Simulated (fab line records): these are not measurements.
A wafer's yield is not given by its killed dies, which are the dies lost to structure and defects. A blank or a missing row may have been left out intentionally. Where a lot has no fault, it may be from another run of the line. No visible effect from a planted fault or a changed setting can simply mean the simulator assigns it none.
fab line records	flow sky130
record: lots: 24	wafers: 72	last-day: 50
route steps=708 shown CAPM@539 METAL3@563 METAL4@600 PASSIVATION@681
lots with no fault: from the same line, run without faults
start-h: start of the lot's first displayed wafer, in hours after the record's first day	wait-h: hours since the lot's step before	" as in the row above	L1.1+2: a single row standing in for several wafers	- no value, or no start given	* or withheld: withheld	< > ~ a bound
route shown NAME@n: a module of which the file shows steps, and the number in the route of the first	usual: the fault-free wafers' mean and standard deviation	same: alike in all rows	chamber/n: place in a boat	sites: the reading at each site	_std_site: their standard deviation	_edge_site: mean of outer sites minus mean of inner sites	radius-mm: for every site, how far away it sits from the centre of the wafer	mask NAME#n: copy n	behind: the most recent tool/chamber to have shaped the wafer	hold: reason for holding the lot/hours on hold/outcome of the hold	device: the n, p or np transistor that did not switch	end of line: the tests these same wafers got at the end of their route	a step given without rows: its recipe and nothing more	killed: dies that structure and defects cost at the first sort, which is not the same as the wafer's yield	map: dies across one wafer; x = killed, . = not, _ = none there
set.NAME: setting as actually run; set.NAME@STEP: the setting as run at that earlier step	model.NAME: the simulator's own value behind a step, which no gauge read
steps of the route over a sample of lots; a table a step, a row a wafer
services: a tool's chamber out of use, with start hour (start-h, from the record's first day; less than 0 if before it), hours out, and reason
== steps ==
step: SKY_CAPM_SPUTTER_02
recipe: material: TiN	target-thk-nm: 200	temp-c: 300	power-w: 6500	time-s: 166.7	chamber-pressure-pa: 0.4
usual: chamber-pressure-pa: 0.4000/0.00071	substrate-temp-c: 300.02/0.19	throttle-valve-pct: 30.0/0.92
lot.wafer	tool	chamber	start-h	wait-h	chamber-pressure-pa	substrate-temp-c	throttle-valve-pct
L074.1	pvd-sputter-01	-	834.62	0.1	0.3997	300.11	31.3
L074.2	"	-	"	"	0.4006	300.05	29.6
L074.4	"	-	"	"	0.4006	299.72	29.5
L075.3	pvd-sputter-02	-	848.29	0.0	0.3997	300.08	29.3
L075.5	"	-	"	"	0.3997	300.03	29.4
L075.6	"	-	"	"	0.4011	300.01	31.0
L076.1	pvd-sputter-03	-	860.04	0.1	0.4000	300.31	28.3
L076.2	"	-	"	"	0.3993	300.17	29.1
L076.5	"	-	"	"	0.3995	300.19	29.2
L077.2	pvd-sputter-02	-	862.50	0.0	0.4000	300.07	31.3
L077.3	"	-	"	"	0.4003	300.22	31.2
L077.6	"	-	"	"	0.4003	299.80	31.2
L078.3	pvd-sputter-03	-	880.30	0.0	0.4001	300.01	30.0
L078.5	"	-	"	"	0.3984	299.75	30.4
L078.6	"	-	"	"	0.4005	299.72	28.4
L079.2	pvd-sputter-01	-	880.40	0.0	0.4005	300.16	30.9
L079.3	"	-	"	"	0.4005	299.92	31.3
L079.4	"	-	"	"	0.3997	299.68	29.7
L080.2	pvd-sputter-02	-	891.45	0.0	0.4002	300.12	31.4
L080.4	"	-	"	"	0.3993	300.01	29.7
L080.6	"	-	"	"	0.4006	299.78	31.2
L081.3	pvd-sputter-03	-	897.58	0.0	0.4007	299.90	30.7
L081.4	"	-	"	"	0.4007	300.15	30.2
L081.5	"	-	"	"	0.3993	300.11	28.5
L082.1	pvd-sputter-02	-	905.64	0.1	0.3994	300.48	31.2
L082.3	"	-	"	"	0.4008	300.23	30.9
L082.5	"	-	"	"	0.4000	299.99	30.1
L083.2	pvd-sputter-03	-	929.61	0.0	0.3995	300.18	28.7
L083.3	"	-	"	"	0.3997	299.90	30.4
L083.4	"	-	"	"	0.4010	299.85	30.5
L084.2	pvd-sputter-03	-	930.99	0.0	0.3997	299.94	29.4
L084.5	"	-	"	"	0.3996	299.96	29.0
L084.6	"	-	"	"	0.4000	300.19	28.4
L085.3	pvd-sputter-03	-	932.78	0.0	0.4006	299.80	30.3
L085.4	"	-	"	"	0.4002	300.15	29.1
L085.5	"	-	"	"	0.3994	300.16	28.9
L086.2	pvd-sputter-03	-	948.15	0.0	0.3998	299.87	28.7
L086.4	"	-	"	"	0.4002	299.81	30.7
L086.6	"	-	"	"	0.4001	300.01	30.7
L087.1	pvd-sputter-02	-	963.53	0.1	0.4009	299.99	28.9
L087.2	"	-	"	"	0.3992	299.99	31.1
L087.3	"	-	"	"	0.4012	300.07	31.2
L088.3	pvd-sputter-02	-	972.30	0.0	0.3995	300.30	29.6
L088.5	"	-	"	"	0.3998	299.93	31.3
L088.6	"	-	"	"	0.4000	300.03	29.7
L089.3	pvd-sputter-03	-	978.01	0.0	0.4002	300.05	30.2
L089.5	"	-	"	"	0.3991	299.75	30.6
L089.6	"	-	"	"	0.3996	300.00	28.8
L090.1	pvd-sputter-01	-	979.17	0.1	0.3994	300.02	29.7
L090.4	"	-	"	"	0.4006	299.90	31.3
L090.5	"	-	"	"	0.3997	299.81	29.5
L091.2	pvd-sputter-03	-	981.99	0.0	0.3994	299.92	29.9
L091.4	"	-	"	"	0.3981	299.99	28.4
L091.5	"	-	"	"	0.3994	300.00	30.5
L092.1	pvd-sputter-01	-	982.91	0.1	0.4017	300.21	30.6
L092.3	"	-	"	"	0.3996	300.15	29.5
L092.5	"	-	"	"	0.3997	299.71	30.0
L093.3	pvd-sputter-02	-	987.01	0.0	0.3982	299.79	31.0
L093.4	"	-	"	"	0.4003	299.74	31.0
L093.5	"	-	"	"	0.3994	300.09	31.1
L094.1	pvd-sputter-02	-	991.19	0.1	0.4007	299.99	31.1
L094.2	"	-	"	"	0.3990	299.89	29.9
L094.5	"	-	"	"	0.3999	299.98	31.3
L095.2	pvd-sputter-03	-	1013.10	0.0	0.3993	300.00	30.0
L095.3	"	-	"	"	0.3995	300.10	29.3
L095.5	"	-	"	"	0.4016	299.88	29.1
L096.1	pvd-sputter-01	-	1013.57	0.1	0.3998	299.85	31.2
L096.3	"	-	"	"	0.3989	299.91	29.8
L096.4	"	-	"	"	0.3999	300.24	30.8
L097.1	pvd-sputter-03	-	1025.67	0.1	0.3994	300.16	30.5
L097.2	"	-	"	"	0.4010	300.17	30.0
L097.5	"	-	"	"	0.3999	299.83	30.4
step: SKY_METAL3_CD_MEAS_13
recipe: target-cd-nm: 300
usual: cd-nm: 300.4/1.5
lot.wafer	tool	chamber	start-h	wait-h	cd-nm
L074.1	cd-sem-01	-	886.47	-	302.0
L074.2	"	-	"	"	301.7
L074.4	"	-	"	"	302.3
L075.3	cd-sem-01	-	900.36	-	298.8
L075.5	"	-	"	"	299.3
L075.6	"	-	"	"	300.6
L076.1	cd-sem-01	-	911.69	-	300.8
L076.2	"	-	"	"	301.4
L076.5	"	-	"	"	300.3
L077.2	cd-sem-02	-	913.69	-	301.9
L077.3	"	-	"	"	302.7
L077.6	"	-	"	"	301.6
L078.3	cd-sem-01	-	931.33	-	302.9
L078.5	"	-	"	"	300.5
L078.6	"	-	"	"	302.1
L079.2	cd-sem-02	-	931.69	-	298.9
L079.3	"	-	"	"	298.2
L079.4	"	-	"	"	297.8
L080.2	cd-sem-01	-	941.75	-	301.5
L080.4	"	-	"	"	302.9
L080.6	"	-	"	"	301.8
L081.3	cd-sem-02	-	948.83	-	300.4
L081.4	"	-	"	"	298.9
L081.5	"	-	"	"	300.2
L082.1	cd-sem-01	-	956.54	-	299.9
L082.3	"	-	"	"	299.5
L082.5	"	-	"	"	298.3
L083.2	cd-sem-02	-	979.30	-	301.2
L083.3	"	-	"	"	298.6
L083.4	"	-	"	"	299.9
L084.2	cd-sem-02	-	980.49	-	300.4
L084.5	"	-	"	"	301.2
L084.6	"	-	"	"	301.4
L085.3	cd-sem-02	-	983.01	-	298.1
L085.4	"	-	"	"	298.3
L085.5	"	-	"	"	298.8
L086.2	cd-sem-01	-	996.74	-	299.4
L086.4	"	-	"	"	300.0
L086.6	"	-	"	"	301.4
L087.1	cd-sem-01	-	1011.02	-	300.8
L087.2	"	-	"	"	299.7
L087.3	"	-	"	"	299.3
L088.3	cd-sem-01	-	1019.51	-	299.2
L088.5	"	-	"	"	300.8
L088.6	"	-	"	"	300.7
L089.3	cd-sem-02	-	1024.23	-	301.5
L089.5	"	-	"	"	300.3
L089.6	"	-	"	"	300.8
L090.1	cd-sem-01	-	1025.33	-	300.7
L090.4	"	-	"	"	300.0
L090.5	"	-	"	"	301.7
L091.2	cd-sem-01	-	1028.39	-	298.1
L091.4	"	-	"	"	298.2
L091.5	"	-	"	"	297.5
L092.1	cd-sem-01	-	1029.82	-	303.9
L092.3	"	-	"	"	302.0
L092.5	"	-	"	"	303.3
L093.3	cd-sem-01	-	1033.47	-	301.5
L093.4	"	-	"	"	302.1
L093.5	"	-	"	"	301.9
L094.1	cd-sem-01	-	1036.98	-	300.1
L094.2	"	-	"	"	299.2
L094.5	"	-	"	"	301.4
L095.2	cd-sem-02	-	1057.69	-	298.9
L095.3	"	-	"	"	300.9
L095.5	"	-	"	"	300.4
L096.1	cd-sem-01	-	1058.53	-	301.4
L096.3	"	-	"	"	302.1
L096.4	"	-	"	"	301.0
L097.1	cd-sem-01	-	1068.54	-	297.9
L097.2	"	-	"	"	298.9
L097.5	"	-	"	"	298.6
step: SKY_METAL4_SPUTTER_02
recipe: material: AlCu	target-thk-nm: 735	power-w: 10600	time-s: 39.1	chamber-pressure-pa: 0.4
usual: chamber-pressure-pa: 0.4000/0.00087	throttle-valve-pct: 29.8/1
lot.wafer	tool	chamber	start-h	wait-h	chamber-pressure-pa	throttle-valve-pct
L074.1	pvd-sputter-02	-	915.35	0.0	0.3999	31.1
L074.2	"	-	"	"	0.3996	29.8
L074.4	"	-	"	"	0.3998	31.2
L075.3	pvd-sputter-02	-	928.82	0.0	0.3992	31.0
L075.5	"	-	"	"	0.4000	29.7
L075.6	"	-	"	"	0.3985	31.3
L076.1	pvd-sputter-04	-	939.97	0.0	0.3999	31.1
L076.2	"	-	"	"	0.4001	28.8
L076.5	"	-	"	"	0.3993	30.5
L077.2	pvd-sputter-02	-	941.71	0.0	0.3990	31.1
L077.3	"	-	"	"	0.4014	31.3
L077.6	"	-	"	"	0.4002	29.4
L078.3	pvd-sputter-02	-	959.69	0.0	0.3989	29.5
L078.5	"	-	"	"	0.4010	29.8
L078.6	"	-	"	"	0.4007	29.4
L079.2	pvd-sputter-03	-	959.74	0.0	0.3993	30.3
L079.3	"	-	"	"	0.4011	28.8
L079.4	"	-	"	"	0.3997	29.2
L080.2	pvd-sputter-04	-	969.15	0.0	0.3999	28.2
L080.4	"	-	"	"	0.4003	28.9
L080.6	"	-	"	"	0.4010	28.2
L081.3	pvd-sputter-02	-	976.41	0.0	0.3989	29.3
L081.4	"	-	"	"	0.3988	31.3
L081.5	"	-	"	"	0.4008	31.2
L082.1	pvd-sputter-02	-	984.30	0.0	0.3978	29.5
L082.3	"	-	"	"	0.3999	31.2
L082.5	"	-	"	"	0.4007	31.3
L083.2	pvd-sputter-04	-	1005.37	0.0	0.3998	30.9
L083.3	"	-	"	"	0.3998	30.5
L083.4	"	-	"	"	0.4012	28.2
L084.2	pvd-sputter-04	-	1006.32	0.0	0.4009	30.4
L084.5	"	-	"	"	0.3989	28.7
L084.6	"	-	"	"	0.4005	28.5
L085.3	pvd-sputter-04	-	1009.35	0.0	0.4014	28.8
L085.4	"	-	"	"	0.3999	29.9
L085.5	"	-	"	"	0.3997	28.9
L086.2	pvd-sputter-02	-	1022.05	0.0	0.3982	31.2
L086.4	"	-	"	"	0.4000	29.6
L086.6	"	-	"	"	0.3990	29.9
L087.1	pvd-sputter-03	-	1036.90	0.0	0.3990	29.1
L087.2	"	-	"	"	0.3998	28.6
L087.3	"	-	"	"	0.4004	30.2
L088.3	pvd-sputter-03	-	1044.73	0.0	0.4007	30.1
L088.5	"	-	"	"	0.3978	29.1
L088.6	"	-	"	"	0.4006	28.4
L089.3	pvd-sputter-04	-	1049.69	0.0	0.4007	28.7
L089.5	"	-	"	"	0.4007	30.1
L089.6	"	-	"	"	0.3998	28.7
L090.1	pvd-sputter-02	-	1050.75	0.0	0.4008	30.0
L090.4	"	-	"	"	0.3991	31.4
L090.5	"	-	"	"	0.3990	31.1
L091.2	pvd-sputter-04	-	1053.72	0.0	0.4002	28.3
L091.4	"	-	"	"	0.4015	31.1
L091.5	"	-	"	"	0.4004	28.4
L092.1	pvd-sputter-03	-	1055.10	0.0	0.4001	28.5
L092.3	"	-	"	"	0.4009	29.1
L092.5	"	-	"	"	0.3978	30.1
L093.3	pvd-sputter-02	-	1058.99	0.0	0.4007	29.9
L093.4	"	-	"	"	0.3992	31.0
L093.5	"	-	"	"	0.3988	31.4
L094.1	pvd-sputter-04	-	1062.00	0.0	0.4010	28.8
L094.2	"	-	"	"	0.3988	30.2
L094.5	"	-	"	"	0.3982	30.1
L095.2	pvd-sputter-02	-	1082.86	0.0	0.4002	29.8
L095.3	"	-	"	"	0.3997	31.1
L095.5	"	-	"	"	0.4005	31.4
L096.1	pvd-sputter-04	-	1083.46	0.0	0.3992	28.7
L096.3	"	-	"	"	0.3994	30.6
L096.4	"	-	"	"	0.4006	28.4
L097.1	pvd-sputter-04	-	1092.50	0.0	0.3990	31.1
L097.2	"	-	"	"	0.4002	30.2
L097.5	"	-	"	"	0.3999	28.4
step: SKY_METAL4_OVL_MEAS_14
usual: METAL4_OVL: 2/5.6
lot.wafer	tool	chamber	start-h	wait-h	METAL4_OVL[nm]
L074.1	overlay-02	-	964.71	0.1	13
L074.2	"	-	"	"	7
L074.4	"	-	"	"	11
L075.3	overlay-01	-	978.47	0.1	1
L075.5	"	-	"	"	-3
L075.6	"	-	"	"	6
L076.1	overlay-02	-	987.84	0.1	-3
L076.2	"	-	"	"	-1
L076.5	"	-	"	"	4
L077.2	overlay-01	-	991.40	0.1	11
L077.3	"	-	"	"	1
L077.6	"	-	"	"	3
L078.3	overlay-01	-	1007.55	0.1	4
L078.5	"	-	"	"	1
L078.6	"	-	"	"	6
L079.2	overlay-01	-	1008.57	0.1	2
L079.3	"	-	"	"	6
L079.4	"	-	"	"	3
L080.2	overlay-01	-	1015.77	0.1	4
L080.4	"	-	"	"	12
L080.6	"	-	"	"	5
L081.3	overlay-02	-	1022.25	0.1	4
L081.4	"	-	"	"	8
L081.5	"	-	"	"	9
L082.1	overlay-02	-	1031.31	0.1	-5
L082.3	"	-	"	"	-5
L082.5	"	-	"	"	-6
L083.2	overlay-02	-	1050.65	0.1	0
L083.3	"	-	"	"	-2
L083.4	"	-	"	"	-3
L084.2	overlay-01	-	1052.40	0.1	-1
L084.5	"	-	"	"	-2
L084.6	"	-	"	"	7
L085.3	overlay-01	-	1057.42	0.1	5
L085.4	"	-	"	"	5
L085.5	"	-	"	"	-3
L086.2	overlay-02	-	1065.62	0.1	2
L086.4	"	-	"	"	1
L086.6	"	-	"	"	4
L087.1	overlay-02	-	1080.36	0.1	-3
L087.2	"	-	"	"	3
L087.3	"	-	"	"	0
L088.3	overlay-02	-	1088.57	0.1	1
L088.5	"	-	"	"	2
L088.6	"	-	"	"	-5
L089.3	overlay-02	-	1091.91	0.1	2
L089.5	"	-	"	"	4
L089.6	"	-	"	"	7
L090.1	overlay-01	-	1093.04	0.1	-6
L090.4	"	-	"	"	-5
L090.5	"	-	"	"	-2
L091.2	overlay-01	-	1094.82	0.1	-3
L091.4	"	-	"	"	1
L091.5	"	-	"	"	1
L092.1	overlay-02	-	1097.46	0.1	7
L092.3	"	-	"	"	5
L092.5	"	-	"	"	2
L093.3	overlay-01	-	1100.44	0.1	7
L093.4	"	-	"	"	7
L093.5	"	-	"	"	5
L094.1	overlay-01	-	1104.21	0.1	9
L094.2	"	-	"	"	6
L094.5	"	-	"	"	10
L095.2	overlay-01	-	1119.92	0.1	-7
L095.3	"	-	"	"	-8
L095.5	"	-	"	"	-14
L096.1	overlay-02	-	1120.21	0.1	-6
L096.3	"	-	"	"	-4
L096.4	"	-	"	"	-5
L097.1	overlay-01	-	1128.29	0.1	8
L097.2	"	-	"	"	3
L097.5	"	-	"	"	3
step: SKY_PASSIVATION_CVD_00
recipe: material: SiO2	target-thk-nm: 90	temp-c: 400	time-s: withheld	rf-w: 600
usual: heater-power-w: 660/56
lot.wafer	tool	chamber	start-h	wait-h	heater-power-w
L074.1	pecvd-03	2	1014.73	0.0	584
L074.2	"	0	"	"	626
L074.4	"	2	"	"	605
L075.3	pecvd-01	2	1028.42	0.0	676
L075.5	"	2	"	"	681
L075.6	"	1	"	"	577
L076.1	pecvd-01	0	1037.41	0.0	720
L076.2	"	1	"	"	649
L076.5	"	2	"	"	733
L077.2	pecvd-01	1	1040.14	0.0	687
L077.3	"	0	"	"	724
L077.6	"	1	"	"	675
L078.3	pecvd-01	1	1056.00	0.0	687
L078.5	"	2	"	"	607
L078.6	"	0	"	"	745
L079.2	pecvd-03	0	1056.11	0.0	627
L079.3	"	1	"	"	665
L079.4	"	0	"	"	628
L080.2	pecvd-03	1	1063.55	0.0	622
L080.4	"	0	"	"	641
L080.6	"	2	"	"	640
L081.3	pecvd-02	0	1069.32	0.0	593
L081.4	"	2	"	"	743
L081.5	"	1	"	"	707
L082.1	pecvd-03	2	1077.55	0.0	607
L082.3	"	0	"	"	642
L082.5	"	1	"	"	744
L083.2	pecvd-02	2	1094.94	0.0	770
L083.3	"	0	"	"	628
L083.4	"	0	"	"	632
L084.2	pecvd-01	1	1096.56	0.0	571
L084.5	"	1	"	"	589
L084.6	"	2	"	"	641
L085.3	pecvd-02	1	1102.96	0.0	684
L085.4	"	2	"	"	757
L085.5	"	0	"	"	622
L086.2	pecvd-01	0	1110.33	0.0	678
L086.4	"	0	"	"	655
L086.6	"	2	"	"	608
L087.1	pecvd-01	1	1124.08	0.0	582
L087.2	"	2	"	"	741
L087.3	"	0	"	"	695
L088.3	pecvd-01	2	1134.20	0.0	619
L088.5	"	0	"	"	666
L088.6	"	2	"	"	645
L089.3	pecvd-03	2	1135.23	0.0	574
L089.5	"	0	"	"	560
L089.6	"	1	"	"	763
L090.1	pecvd-02	0	1136.40	0.0	626
L090.4	"	0	"	"	644
L090.5	"	1	"	"	674
L091.2	pecvd-02	2	1139.33	0.0	719
L091.4	"	1	"	"	557
L091.5	"	2	"	"	730
L092.1	pecvd-01	1	1140.62	0.0	585
L092.3	"	2	"	"	704
L092.5	"	2	"	"	713
L093.3	pecvd-02	2	1143.80	0.0	664
L093.4	"	1	"	"	593
L093.5	"	2	"	"	672
L094.1	pecvd-03	1	1147.27	0.0	756
L094.2	"	0	"	"	620
L094.5	"	0	"	"	622
L095.2	pecvd-03	0	1161.41	0.0	655
L095.3	"	2	"	"	657
L095.5	"	1	"	"	676
L096.1	pecvd-01	2	1163.12	0.0	640
L096.3	"	1	"	"	673
L096.4	"	2	"	"	656
L097.1	pecvd-02	1	1168.75	0.0	669
L097.2	"	2	"	"	746
L097.5	"	1	"	"	656
step: SKY_PASSIVATION_STRIP_12
recipe: chemistry: O2/N2	power-w: 1400	pressure-mtorr: 1500	platen-temp-c: withheld	overash-fraction: 0.7	o2-flow-sccm: 3000	n2-flow-sccm: 300
usual: drypump-motor-current-A: 5.6/0.41	oes-product-au: 0.661/0.0042	strip-time-to-endpoint-s: 31.50/0.14
same: overash-fraction: 0.7
lot.wafer	tool	chamber	start-h	wait-h	drypump-motor-current-A	oes-product-au	rf-hours-counter-h	strip-time-to-endpoint-s
L074.1	plasma-asher-02	0	1037.48	0.1	5.3	0.661	92	31.38
L074.2	"	1	"	"	5.9	0.658	92	31.28
L074.4	"	1	"	"	5.9	0.664	-	31.33
L075.3	plasma-asher-03	0	1050.33	0.1	6.2	0.663	-	31.42
L075.5	"	1	"	"	5.7	0.654	-	31.40
L075.6	"	0	"	"	6.2	0.657	-	31.58
L076.1	plasma-asher-03	1	1059.50	0.1	5.7	0.659	32	31.18
L076.2	"	0	"	"	6.2	0.662	32	31.36
L076.5	"	0	"	"	6.2	0.659	-	31.24
L077.2	plasma-asher-03	0	1062.05	0.1	6.2	0.662	32	31.54
L077.3	"	0	"	"	6.2	0.663	-	31.53
L077.6	"	0	"	"	6.2	0.658	-	31.49
L078.3	plasma-asher-02	1	1077.12	0.1	5.9	0.662	-	31.31
L078.5	"	1	"	"	5.9	0.659	-	31.34
L078.6	"	0	"	"	5.3	0.658	-	31.34
L079.2	plasma-asher-04	1	1077.35	0.1	5.0	0.656	63	31.89
L079.3	"	0	"	"	5.9	0.661	-	31.95
L079.4	"	1	"	"	5.0	0.669	-	31.88
L080.2	plasma-asher-04	0	1084.70	0.1	5.9	0.656	64	31.29
L080.4	"	1	"	"	5.0	0.665	-	31.41
L080.6	"	1	"	"	5.0	0.664	-	31.29
L081.3	plasma-asher-02	1	1090.96	0.1	5.9	0.665	-	31.43
L081.4	"	0	"	"	5.3	0.663	-	31.43
L081.5	"	1	"	"	5.9	0.661	-	31.36
L082.1	plasma-asher-04	1	1098.20	0.1	5.0	0.658	65	31.45
L082.3	"	1	"	"	5.0	0.669	-	31.42
L082.5	"	1	"	"	4.9	0.655	-	31.55
L083.2	plasma-asher-04	0	1112.18	0.1	5.9	0.652	67	31.49
L083.3	"	0	"	"	5.9	0.665	-	31.58
L083.4	"	1	"	"	5.0	0.661	-	31.38
L084.2	plasma-asher-02	0	1113.53	0.1	5.3	0.653	100	31.69
L084.5	"	0	"	"	5.3	0.656	-	31.77
L084.6	"	1	"	"	5.9	0.657	-	31.60
L085.3	plasma-asher-04	1	1118.48	0.1	5.0	0.659	-	31.56
L085.4	"	0	"	"	6.0	0.660	-	31.53
L085.5	"	0	"	"	5.9	0.667	-	31.58
L086.2	plasma-asher-04	0	1125.73	0.1	5.9	0.662	68	31.57
L086.4	"	1	"	"	5.0	0.657	-	31.45
L086.6	"	0	"	"	5.9	0.660	-	31.61
L087.1	plasma-asher-04	1	1143.05	0.1	4.9	0.673	70	31.54
L087.2	"	0	"	"	5.9	0.658	70	31.65
L087.3	"	1	"	"	5.0	0.657	-	31.70
L088.3	plasma-asher-02	1	1152.11	0.1	5.9	0.659	-	31.61
L088.5	"	1	"	"	5.9	0.657	-	31.65
L088.6	"	0	"	"	5.3	0.668	-	31.60
L089.3	plasma-asher-02	0	1154.02	0.1	5.3	0.666	-	31.58
L089.5	"	1	"	"	5.9	0.654	-	31.42
L089.6	"	0	"	"	5.3	0.662	-	31.42
L090.1	plasma-asher-02	1	1154.50	0.1	5.9	0.661	105	31.53
L090.4	"	0	"	"	5.3	0.662	-	31.65
L090.5	"	0	"	"	5.3	0.660	-	31.54
L091.2	plasma-asher-04	1	1157.33	0.1	5.0	0.660	71	31.50
L091.4	"	0	"	"	5.9	0.660	-	31.60
L091.5	"	0	"	"	5.9	0.666	-	31.47
L092.1	plasma-asher-03	0	1159.18	0.1	6.1	0.665	39	31.37
L092.3	"	1	"	"	5.7	0.662	-	31.35
L092.5	"	0	"	"	6.2	0.664	-	31.50
L093.3	plasma-asher-02	1	1162.52	0.1	5.9	0.659	-	31.65
L093.4	"	0	"	"	5.3	0.656	-	31.52
L093.5	"	1	"	"	5.9	0.653	-	31.49
L094.1	plasma-asher-02	1	1165.95	0.1	5.9	0.659	106	31.59
L094.2	"	0	"	"	5.3	0.670	106	31.47
L094.5	"	1	"	"	5.9	0.658	-	31.52
L095.2	plasma-asher-02	1	1178.38	0.1	5.9	0.666	107	31.45
L095.3	"	1	"	"	5.9	0.662	-	31.62
L095.5	"	1	"	"	5.9	0.660	-	31.62
L096.1	plasma-asher-02	1	1180.39	0.1	5.9	0.661	107	31.53
L096.3	"	0	"	"	5.3	0.665	-	31.35
L096.4	"	1	"	"	5.9	0.666	-	31.68
L097.1	plasma-asher-04	1	1185.44	0.1	5.1	0.662	74	31.45
L097.2	"	0	"	"	5.9	0.661	74	31.52
L097.5	"	1	"	"	5.0	0.664	-	31.49
== services ==
tool	chamber	start-h	hours	kind
pvd-sputter-02	-	827.26	11.6	repair
pecvd-02	0	832.41	30.4	repair
pvd-sputter-01	-	836.39	6.2	repair
pvd-sputter-02	-	840.67	1.2	repair
pecvd-01	0	856.33	20.9	repair
pvd-sputter-02	-	868.18	2.4	repair
pecvd-03	2	877.27	8.1	repair
pvd-sputter-02	-	880.20	4.8	repair
pvd-sputter-04	-	890.21	0.9	repair
pvd-sputter-04	-	890.26	5.2	repair
pecvd-03	-	893.44	5.5	pm
pvd-sputter-04	-	894.11	5.4	repair
pecvd-03	0	903.23	6.8	repair
pvd-sputter-02	-	931.67	1.4	repair
plasma-asher-04	-	953.69	1.6	repair
pvd-sputter-04	-	971.67	4.9	repair
pvd-sputter-03	-	989.26	21.2	repair
pecvd-02	1	996.78	6.3	repair
pecvd-03	-	998.30	0.9	repair
plasma-asher-02	-	1011.20	8.2	repair
pecvd-02	-	1035.78	2.8	pm
pecvd-01	2	1141.53	18.1	repair
pvd-sputter-03	-	1179.46	7.4	repair
pecvd-02	-	1180.87	3.2	repair
== key ==
fault none
